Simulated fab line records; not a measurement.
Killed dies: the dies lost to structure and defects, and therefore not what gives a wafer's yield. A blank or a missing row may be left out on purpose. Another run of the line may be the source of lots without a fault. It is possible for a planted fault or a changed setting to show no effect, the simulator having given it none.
What tool caused it?    flow gf180mcu    6 lots, 18 wafers sampled, at 2 steps of a route of 602

## WHAT THE GAUGES READ, wafer by wafer
GF_V4_OVL_MEAS_15.
lot   measured      on          V4_OVL (nm)
L755  day 24 23:54  overlay-02  7 -8 1
L757  day 25 22:29  overlay-02  -1 -6 5
L760  day 27 01:01  overlay-02  5 -5 4
L764  day 28 02:20  overlay-01  2 3 3
L770  day 29 17:29  overlay-01  -13 -6 -5
L775  day 31 07:01  overlay-01  7 6 5

## EACH LOT AND THE TOOL THAT RAN IT (in order: tool; ch and the chambers of the sampled wafers; start)
lot   GF_M4_SOFTBAKE_10
L755  litho track-03 ch 0, day 23 12:55
L757  litho track-03 ch 0, day 24 12:53
L760  litho track-04 ch 0, day 25 16:09
L764  litho track-04 ch 0, day 26 19:33
L770  litho track-03 ch 0, day 28 11:56
L775  litho track-02 ch 0, day 30 01:50
- GF_M4_SOFTBAKE_10: time 60 s.

## THE ANSWER, worked out from the rows above alone
Rule: the usual values come from the lots themselves. The widest of any qualifying gaps counts: lots, ordered by their means at a reading, are off when they make up no more than a third of the lots, leave a main group of 4 or more, and stand apart from it by 3 or more times the standard deviation of that group's means. A main group is skipped when, at the precision printed for the reading in the tables above, its means are all equal. A lot without any number at a reading at which 4 lots or more have one is off too. Where the step has rows for the other lots, those lots are counted as sound.
Off: L770, seen at GF_V4_OVL_MEAS_15 (V4_OVL). For the main group the mean is 2 nm and the standard deviation 2.4.
A tool fits if, at a process step before that reading, it ran every lot that is off, and no sound lot after the first of them. Those tools and the gauges at GF_V4_OVL_MEAS_15 are tried in the same way. One fits: GF_M4_SOFTBAKE_10 on litho track-03. Its last sound lot is L757 (day 24 12:53), its first lot that is off L770 (day 28 11:56): a fault that began between those two fits.

## WHAT HAD BEEN PUT IN BY THE SIMULATOR
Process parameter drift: litho track-03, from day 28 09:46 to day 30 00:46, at GF_M4_SOFTBAKE_10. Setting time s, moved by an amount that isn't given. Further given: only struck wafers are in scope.
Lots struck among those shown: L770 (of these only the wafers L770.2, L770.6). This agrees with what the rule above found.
